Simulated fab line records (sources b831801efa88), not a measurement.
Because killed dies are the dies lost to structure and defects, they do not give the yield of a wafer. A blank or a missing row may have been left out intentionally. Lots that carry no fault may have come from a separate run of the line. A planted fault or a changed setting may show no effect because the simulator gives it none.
Chamber matching + flow sky130 + SKY_PASSIVATION_CVD_02 on pecvd-03 has 3 sister chambers
The step deposits Si3N4, target thk 540 nm. 6 wafers are shown with their chamber, then 7 later ones without.

== WAFERS, EACH WITH ITS CHAMBER ==
| wafer  | chamber | heater-power-w (W) |
|--------|---------|--------------------|
| L083.6 | 0       | 660                |
| L085.2 | 2       | 591                |
| L085.3 | 1       | 644                |
| L085.5 | 2       | 631                |
| L087.3 | 1       | 735                |
| L087.4 | 0       | 693                |

== WAFERS WITH NO CHAMBER GIVEN ==
| wafer  | heater-power-w (W) |
|--------|--------------------|
| L087.6 | 583                |
| L092.2 | 732                |
| L092.4 | 634                |
| L092.6 | 652                |
| L096.1 | 689                |
| L096.3 | 617                |
| L096.6 | 639                |

== WHICH CHAMBER EACH ONE RAN IN ==
| wafer  | from the rows above          | in truth |
|--------|------------------------------|----------|
| L087.6 | can't be placed: 2 or 0 or 1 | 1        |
| L092.2 | can't be placed: 1 or 0 or 2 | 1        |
| L092.4 | can't be placed: 2 or 0 or 1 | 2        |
| L092.6 | can't be placed: 0 or 1 or 2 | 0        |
| L096.1 | can't be placed: 1 or 0 or 2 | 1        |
| L096.3 | can't be placed: 2 or 0 or 1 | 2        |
| L096.6 | can't be placed: 2 or 0 or 1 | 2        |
Placed correctly: 0 of 7. Can't be placed from these rows: 7 (the true chamber is among the candidates in 7). Number placed wrongly: 0.
How it was worked out, from the rows above alone: a wafer's distance from a chamber is the root of the sum, over the readings, of the square of ((its reading less the chamber's mean) divided by the reading's scatter). The wafer belongs to the nearest chamber; if the next one is less than 2 further off, it can't be placed. A chamber's mean is the mean of its shown wafers. How the scatter is found: for the shown wafers, subtract from each reading the mean of its chamber, square and add these, divide the total by (wafers less chambers), then take the root.
